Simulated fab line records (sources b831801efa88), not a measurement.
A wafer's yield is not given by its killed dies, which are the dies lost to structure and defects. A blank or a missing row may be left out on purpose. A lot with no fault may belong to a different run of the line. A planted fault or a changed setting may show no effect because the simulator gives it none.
Which tool is to blame? | flow gf180mcu | Sampling: 13 lots, 39 wafers, 3 of 602 route steps

WHAT THE GAUGES READ, wafer by wafer
GF_PSD_CD_MEAS_07: target cd 400 nm.
lot  | measured     | on       | cdNm (nm)
L585 | day 14 15:29 | cdSem-02 | 400.0 400.1 401.2
L586 | day 14 23:04 | cdSem-02 | 398.3 397.9 397.3
L588 | day 15 11:13 | cdSem-02 | 399.3 398.6 396.9
L590 | day 16 04:20 | cdSem-02 | 399.9 399.6 398.9
L591 | day 16 13:05 | cdSem-01 | 401.4 399.5 400.2
L592 | day 16 22:55 | cdSem-02 | 402.6 400.6 399.9
L593 | day 17 09:04 | cdSem-02 | 399.9 399.8 399.5
L595 | day 18 01:11 | cdSem-01 | 400.3 399.5 400.5
L603 | day 21 03:49 | cdSem-02 | - - -
L604 | day 21 08:44 | cdSem-02 | 398.8 396.2 398.2
L605 | day 21 10:17 | cdSem-02 | 397.7 399.8 401.3
L606 | day 21 19:52 | cdSem-02 | 403.9 402.3 403.2
L607 | day 22 11:44 | cdSem-01 | 400.2 399.6 400.6

GF_PSD_TW_MEAS_11.
lot  | measured     | on           | PSD_TW
L585 | day 14 15:52 | filmMetro-04 | 3150 3147 3157
L586 | day 14 23:28 | filmMetro-01 | 3192 3174 3170
L588 | day 15 11:38 | filmMetro-02 | 3190 3193 3198
L590 | day 16 04:45 | filmMetro-02 | 3204 3220 3199
L591 | day 16 13:34 | filmMetro-02 | 3225 3219 3241
L592 | day 16 23:19 | filmMetro-02 | 3222 3219 3226
L593 | day 17 09:29 | filmMetro-01 | 3220 3211 3213
L595 | day 18 01:35 | filmMetro-04 | 3164 3158 3163
L603 | day 21 04:13 | filmMetro-02 | 30 30 30 30 30 30
L604 | day 21 09:08 | filmMetro-02 | 3182 3165 3172
L605 | day 21 10:44 | filmMetro-01 | 3204 3182 3194
L606 | day 21 20:17 | filmMetro-01 | 3184 3209 3204
L607 | day 22 12:08 | filmMetro-01 | 3163 3143 3172

TOOL THAT RAN EACH LOT (tool first, then ch and the chambers of the sampled wafers, then the start)
lot  | GF_PSD_EXPOSE_04
L585 | ilineStepper-01 ch 0, day 14 04:25
L586 | ilineStepper-02 ch 0, day 14 13:01
L588 | ilineStepper-02 ch 0, day 15 00:19
L590 | ilineStepper-02 ch 0, day 15 18:10
L591 | ilineStepper-02 ch 0, day 16 01:55
L592 | ilineStepper-02 ch 0, day 16 11:44
L593 | ilineStepper-01 ch 0, day 16 21:46
L595 | ilineStepper-01 ch 0, day 17 14:07
L603 | ilineStepper-01 ch 0, day 20 16:06
L604 | ilineStepper-01 ch 0, day 20 21:20
L605 | ilineStepper-01 ch 0, day 20 22:49
L606 | ilineStepper-02 ch 0, day 21 08:30
L607 | ilineStepper-02 ch 0, day 22 00:59
- GF_PSD_EXPOSE_04: exposes mask Pplus, target cd 400 nm.

WHAT THE TOOLS THEMSELVES READ (means of the sampled wafers that have a number; where no wafer has one, the mark that the record gives instead)
The record holds no such reading with a usual standard deviation.

THE ANSWER, worked out from the rows above alone
Rule: usual is defined by the lots themselves. Put in order of their means at a reading, lots are off if they are a third of the lots or fewer, leave a main group of 4 or more, and stand apart from it by a gap of 3 or more times the standard deviation of the main group's means; of several such gaps the widest counts. Not used: any main group whose means are identical at the precision the tables above print for the reading. Also off: a lot with no number at a reading for which 4 or more lots have one. The other lots that the step has rows for count as sound. First the gauges in route order, then the tools' own readings, where a lot's mean is used as printed above. At the first step where some lot is off, the reading lying furthest off is the one used; lots without a number count as furthest.
Off, at GF_PSD_CD_MEAS_07 on cdNm: L603. Without a number there: L603. Mean 399.8 nm and standard deviation 1.4 in the main group.
A tool fits if, at a process step before that reading, it ran every lot that is off, and no sound lot after the first of them. Not tried: the gauges at GF_PSD_CD_MEAS_07; whatever is off there is also off at GF_PSD_TW_MEAS_11, on other tools, and gauge error can't account for it. Of those tried, none fits.

WHAT WAS PUT IN BY THE SIMULATOR
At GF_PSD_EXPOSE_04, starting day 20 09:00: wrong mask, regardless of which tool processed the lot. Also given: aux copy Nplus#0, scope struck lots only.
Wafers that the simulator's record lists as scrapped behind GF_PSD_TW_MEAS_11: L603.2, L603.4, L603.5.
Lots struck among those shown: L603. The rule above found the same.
